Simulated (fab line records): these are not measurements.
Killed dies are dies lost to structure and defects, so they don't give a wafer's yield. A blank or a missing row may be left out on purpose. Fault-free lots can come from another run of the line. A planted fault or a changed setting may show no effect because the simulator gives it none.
What tool caused it? | flow gf180mcu | 24 lots, 72 wafers sampled, at 3 steps of a route of 602

## WHAT EACH GAUGE READ, for each wafer
GF_HV_LDD_CD_MEAS_07 targets a cd of 400 nm.
lot  | measured     | on        | cd_nm (nm)
L074 | day 9 19:15  | cd_sem-01 | 399.1 398.2 397.8
L075 | day 10 05:49 | cd_sem-02 | 398.1 397.8 397.2
L076 | day 10 08:05 | cd_sem-01 | 403.2 405.8 403.1
L077 | day 10 21:24 | cd_sem-01 | 397.1 395.5 398.8
L078 | day 11 04:16 | cd_sem-02 | 399.3 396.8 398.8
L081 | day 12 01:45 | cd_sem-02 | 400.2 400.1 400.4
L079 | day 12 02:26 | cd_sem-02 | 402.7 402.4 401.1
L080 | day 12 02:43 | cd_sem-02 | 395.3 396.9 397.6
L082 | day 12 10:27 | cd_sem-02 | 397.7 399.2 397.8
L083 | day 12 23:17 | cd_sem-01 | 397.1 400.0 397.2
L084 | day 12 23:23 | cd_sem-01 | 400.5 400.7 400.6
L085 | day 13 11:28 | cd_sem-02 | 399.0 399.1 400.1
L086 | day 13 13:32 | cd_sem-01 | 404.1 403.0 404.6
L087 | day 14 06:02 | cd_sem-02 | 394.7 393.8 393.3
L088 | day 14 12:44 | cd_sem-02 | 404.8 404.5 405.0
L089 | day 15 02:10 | cd_sem-02 | 397.2 397.0 397.1
L090 | day 15 06:17 | cd_sem-02 | 399.6 403.5 401.5
L091 | day 15 14:20 | cd_sem-02 | 403.3 400.2 400.3
L092 | day 15 18:52 | cd_sem-02 | 398.8 400.5 399.0
L093 | day 16 02:31 | cd_sem-02 | 403.6 401.2 401.6
L094 | day 16 03:50 | cd_sem-02 | 398.0 399.0 397.6
L095 | day 16 18:47 | cd_sem-02 | 401.4 402.9 401.3
L096 | day 16 22:26 | cd_sem-02 | 401.6 400.5 399.2
L097 | day 17 07:34 | cd_sem-01 | 405.0 404.7 403.5

GF_V3_OVL_MEAS_15.
lot  | measured     | on         | V3_OVL (nm)
L074 | day 22 02:47 | overlay-01 | 8 9 4
L075 | day 22 15:16 | overlay-02 | 5 2 3
L076 | day 22 17:28 | overlay-01 | 6 9 13
L077 | day 23 11:04 | overlay-02 | 5 2 4
L078 | day 23 17:13 | overlay-01 | 0 6 0
L081 | day 24 18:46 | overlay-01 | -5 -4 0
L079 | day 24 19:53 | overlay-01 | 5 12 8
L080 | day 24 20:21 | overlay-01 | 8 13 10
L082 | day 25 05:50 | overlay-01 | -1 -4 -4
L083 | day 25 18:31 | overlay-01 | 7 10 10
L084 | day 25 19:07 | overlay-01 | -9 -3 -1
L085 | day 26 09:37 | overlay-01 | 5 0 5
L086 | day 26 12:07 | overlay-01 | 0 -5 -6
L087 | day 27 08:46 | overlay-01 | 2 -2 1
L088 | day 27 11:52 | overlay-01 | 9 14 10
L089 | day 27 22:01 | overlay-01 | 8 -2 2
L090 | day 28 11:31 | overlay-01 | 8 -6 5
L091 | day 28 10:26 | overlay-01 | -7 2 2
L092 | day 28 13:17 | overlay-01 | 0 1 1
L093 | day 29 03:28 | overlay-01 | 2 0 0
L094 | day 29 04:25 | overlay-01 | -2 -5 -12
L095 | day 29 11:40 | overlay-01 | -9 -11 -9
L096 | day 29 12:29 | overlay-01 | -3 -6 3
L097 | day 30 00:58 | overlay-01 | 2 7 14

## EACH LOT AND THE TOOL THAT RAN IT (in order: tool; ch and the chambers of the sampled wafers; start)
lot  | GF_M1_SPUTTER_04
L074 | pvd_sputter-03, day 15 21:46
L075 | pvd_sputter-02, day 16 09:15
L076 | pvd_sputter-02, day 16 10:55
L077 | pvd_sputter-01, day 17 05:13
L078 | pvd_sputter-02, day 17 12:21
L081 | pvd_sputter-01, day 18 15:14
L079 | pvd_sputter-02, day 18 16:52
L080 | pvd_sputter-01, day 18 17:58
L082 | pvd_sputter-02, day 19 01:50
L083 | pvd_sputter-01, day 19 17:13
L084 | pvd_sputter-02, day 19 17:34
L085 | pvd_sputter-01, day 20 08:08
L086 | pvd_sputter-02, day 20 11:02
L087 | pvd_sputter-02, day 21 06:58
L088 | pvd_sputter-02, day 21 16:09
L089 | pvd_sputter-02, day 22 05:02
L090 | pvd_sputter-01, day 22 18:15
L091 | pvd_sputter-02, day 22 17:34
L092 | pvd_sputter-03, day 22 23:31
L093 | pvd_sputter-01, day 23 08:31
L094 | pvd_sputter-03, day 23 10:19
L095 | pvd_sputter-03, day 24 01:13
L096 | pvd_sputter-02, day 24 03:49
L097 | pvd_sputter-02, day 24 11:29
- GF_M1_SPUTTER_04: material TiN, target thk 50 nm, time 41.7 s.

## WHAT THE TOOLS THEMSELVES READ (means of the sampled wafers that have a number; where no wafer has one, the mark that the record gives instead)
GF_M1_SPUTTER_04.
lot  | tool           | throttle_valve_pct (%)
L074 | pvd_sputter-03 | 29.1
L075 | pvd_sputter-02 | 30.1
L076 | pvd_sputter-02 | 30.5
L077 | pvd_sputter-01 | 30.3
L078 | pvd_sputter-02 | 30.8
L081 | pvd_sputter-01 | 31.4
L079 | pvd_sputter-02 | 30.0
L080 | pvd_sputter-01 | 31.5
L082 | pvd_sputter-02 | 30.9
L083 | pvd_sputter-01 | 30.3
L084 | pvd_sputter-02 | 30.6
L085 | pvd_sputter-01 | 30.8
L086 | pvd_sputter-02 | 30.5
L087 | pvd_sputter-02 | 30.1
L088 | pvd_sputter-02 | 30.8
L089 | pvd_sputter-02 | 30.3
L090 | pvd_sputter-01 | 31.5
L091 | pvd_sputter-02 | 30.3
L092 | pvd_sputter-03 | 29.7
L093 | pvd_sputter-01 | 30.1
L094 | pvd_sputter-03 | 29.1
L095 | pvd_sputter-03 | 29.1
L096 | pvd_sputter-02 | 30.5
L097 | pvd_sputter-02 | 30.2

## THE ANSWER, worked out from the rows above alone
Rule: the lots themselves supply what counts as usual. Put in order of their means at a reading, lots are off if they are a third of the lots or fewer, leave a main group of 4 or more, and stand apart from it by a gap of 3 or more times the standard deviation of the main group's means; of several such gaps the widest counts. The tables above print the reading to a certain number of digits; a main group whose means all agree to those digits is not used. A lot without any number at a reading at which 4 lots or more have one is off too. Where the step has rows for the other lots, those lots are counted as sound. After the gauges, taken in route order, come the tools' own readings; for these a lot's mean is taken, as printed above. The first step at which some lot is off is used, and at that step the reading that is off furthest; a lot without a number counts as furthest.
No lot is off on any of the readings shown, so nothing can be concluded from this.

## WHAT HAD BEEN PUT IN BY THE SIMULATOR
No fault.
